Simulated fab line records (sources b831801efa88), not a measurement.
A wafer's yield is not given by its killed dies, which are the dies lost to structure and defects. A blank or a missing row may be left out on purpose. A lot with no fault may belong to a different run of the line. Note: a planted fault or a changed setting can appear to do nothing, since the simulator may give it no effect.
Tool commonality check ; flow sky130 ; Sampled: 15 lots, 57 wafers

## WHAT PROMPTED THE OPENING
4 of 15 lots carry a flag on the reading LDD_HVP_OVL at SKY_LDD_HVP_OVL_MEAS_07. Fault-free wafers read -1.7 nm, with a standard deviation of 1.3.
Rule: a lot is flagged in two cases, either no wafer of it has a number, or all its wafers with numbers fall more than 4 standard deviations from that mean. As for the other lots, they are considered sound.

lot;measured;on;LDD_HVP_OVL (nm), wafer by wafer;flag
L615;day 21 08:01;overlay-02;-0.2 0.0 -1.6;
L616;day 21 22:21;overlay-02;-2.0 -1.3 -1.8;
L617;day 22 08:50;overlay-02;-0.8 -0.7 -2.5;
L618;day 22 13:52;overlay-01;60.1 60.3 62.1 61.4 61.8 62.8;FLAGGED
L619;day 22 19:46;overlay-01;59.0 59.2 58.7 60.1 60.4 59.8;FLAGGED
L620;day 23 03:22;overlay-01;-0.2 -2.3 0.2;
L621;day 23 22:43;overlay-02;-3.0 -2.5 -3.9;
L622;day 24 18:36;overlay-02;61.5 60.3 59.3 62.9 61.6 61.2;FLAGGED
L623;day 25 15:40;overlay-01;-2.7 -2.5 -1.6;
L626;day 26 03:19;overlay-01;60.7 59.0 59.7 61.5 60.1 60.8;FLAGGED
L627;day 26 06:52;overlay-02;-3.6 -3.0 -2.2;
L629;day 26 23:20;overlay-02;-0.3 -0.2 1.6;
L630;day 27 22:26;overlay-01;-1.3 -0.9 -0.4;
L632;day 28 05:41;overlay-01;-2.8 -1.4 -3.7;
L633;day 28 06:38;overlay-02;-0.2 -0.8 -0.9;
The mean of the flagged lots' numbers is 60.6 nm, +62.3 nm from the usual (+48 standard deviations).

## LOT BY LOT: THE TOOL USED
The record holds 1 process step before the reading, out of a route of 708 steps. Every cell lists first the tool, next ch and the chambers used by the sampled wafers, and last the start.
lot;flag;SKY_LDD_HVP_EXPOSE_04
L615;;ilineStepper-02 ch 0, day 20 17:32
L616;;ilineStepper-01 ch 0, day 21 06:55
L617;;ilineStepper-02 ch 0, day 21 18:31
L618;FLAGGED;ilineStepper-02 ch 0, day 21 22:52
L619;FLAGGED;ilineStepper-02 ch 0, day 22 04:41
L620;;ilineStepper-01 ch 0, day 22 12:11
L621;;ilineStepper-01 ch 0, day 23 08:16
L622;FLAGGED;ilineStepper-02 ch 0, day 24 03:56
L623;;ilineStepper-01 ch 0, day 25 00:47
L626;FLAGGED;ilineStepper-02 ch 0, day 25 13:14
L627;;ilineStepper-01 ch 0, day 25 16:32
L629;;ilineStepper-01 ch 0, day 26 08:28
L630;;ilineStepper-01 ch 0, day 27 08:46
L632;;ilineStepper-01 ch 0, day 27 15:38
L633;;ilineStepper-01 ch 0, day 27 16:08
What is done by these steps:
- SKY_LDD_HVP_EXPOSE_04: exposes mask HVPTM, target cd 700 nm.
- SKY_LDD_HVP_OVL_MEAS_07

## FLAGGED OVER TOTAL, TOOL BY TOOL (the gauges that took the reading come last)
step;tool;lots run;flagged;share of the flagged lots;sound lots run after its first flagged lot
SKY_LDD_HVP_EXPOSE_04;ilineStepper-01;9;0;none;-
SKY_LDD_HVP_EXPOSE_04;ilineStepper-02;6;4;all;0
SKY_LDD_HVP_OVL_MEAS_07;overlay-01;7;3;some;4 (L620,L623,L630,L632)
SKY_LDD_HVP_OVL_MEAS_07;overlay-02;8;1;some;3 (L627,L629,L633)

## WHAT THE TABLE ALLOWS
Rows of the table that ran each flagged lot: 1, that is ilineStepper-02 at SKY_LDD_HVP_EXPOSE_04.
- ilineStepper-02 at SKY_LDD_HVP_EXPOSE_04 ran 6 lots, 4 of them flagged. Its last sound lot is L617 (day 21 18:31), its first flagged lot L618 (day 21 22:52): a fault that began between those two fits.
One tool is left: ilineStepper-02 at SKY_LDD_HVP_EXPOSE_04.

## WHAT THE SIMULATOR HAD PUT IN
Scanner matching overlay: ilineStepper-02, from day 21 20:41 on, at SKY_LDD_HVP_EXPOSE_04. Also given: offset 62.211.
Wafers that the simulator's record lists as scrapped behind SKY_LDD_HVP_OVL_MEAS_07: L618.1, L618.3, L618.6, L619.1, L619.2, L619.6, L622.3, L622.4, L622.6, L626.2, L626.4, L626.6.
Struck lots among those shown: L618, L619, L622, L626. The rule above reached the same finding.
